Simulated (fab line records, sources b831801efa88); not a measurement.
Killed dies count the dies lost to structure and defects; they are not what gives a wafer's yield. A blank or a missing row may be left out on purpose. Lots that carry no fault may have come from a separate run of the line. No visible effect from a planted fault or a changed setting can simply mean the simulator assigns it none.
Which tool is to blame?	flow gf180mcu	7 lots, 21 wafers sampled, at 2 steps of a route of 602

## WHAT EACH GAUGE READ, for each wafer
GF_STI_THK_MEAS_30.
lot	measured	on	STI_OXIDATION_02_THK (nm)
L142	day 2 11:25	film metro-02	10.09 10.23 10.01
L146	day 3 07:29	film metro-03	7.40 7.33 7.39
L148	day 3 20:35	film metro-04	7.46 7.33 7.16
L156	day 6 00:06	film metro-02	9.73 9.76 9.72
L159	day 6 11:38	film metro-03	10.22 9.90 10.23
L161	day 6 18:02	film metro-02	10.09 10.06 10.12
L162	day 7 01:10	film metro-04	10.19 10.23 10.22

## EACH LOT AND THE TOOL THAT RAN IT (in order: tool; ch and the chambers of the sampled wafers; start)
lot	GF_STI_OXIDATION_29
L142	furnace-02 ch 0, day 2 10:01
L146	furnace-01 ch 0, day 3 06:05
L148	furnace-01 ch 0, day 3 19:11
L156	furnace-02 ch 0, day 5 22:41
L159	furnace-01 ch 0, day 6 10:08
L161	furnace-01 ch 0, day 6 16:37
L162	furnace-01 ch 0, day 6 23:45
- GF_STI_OXIDATION_29: stabilise 600 s, purge 300 s, target thk 10 nm.

## THE ANSWER, worked out from the rows above alone
Rule: the usual values come from the lots themselves. Put in order of their means at a reading, lots are off if they are a third of the lots or fewer, leave a main group of 4 or more, and stand apart from it by a gap of 3 or more times the standard deviation of the main group's means; of several such gaps the widest counts. Not used: any main group whose means are identical at the precision the tables above print for the reading. Also off: a lot with no number at a reading for which 4 or more lots have one. All remaining lots with rows at the step are treated as sound.
Off: L146, L148, seen at GF_STI_THK_MEAS_30 (STI_OXIDATION_02_THK). Mean 10.05 nm and standard deviation 0.16 in the main group.
If a tool, at a process step before that reading, ran all the lots that are off and no sound lot after the first of them, it fits. Gauges at GF_STI_THK_MEAS_30: tried the same way as those tools. Of those tried, none fits.

## WHAT WAS PUT IN BY THE SIMULATOR
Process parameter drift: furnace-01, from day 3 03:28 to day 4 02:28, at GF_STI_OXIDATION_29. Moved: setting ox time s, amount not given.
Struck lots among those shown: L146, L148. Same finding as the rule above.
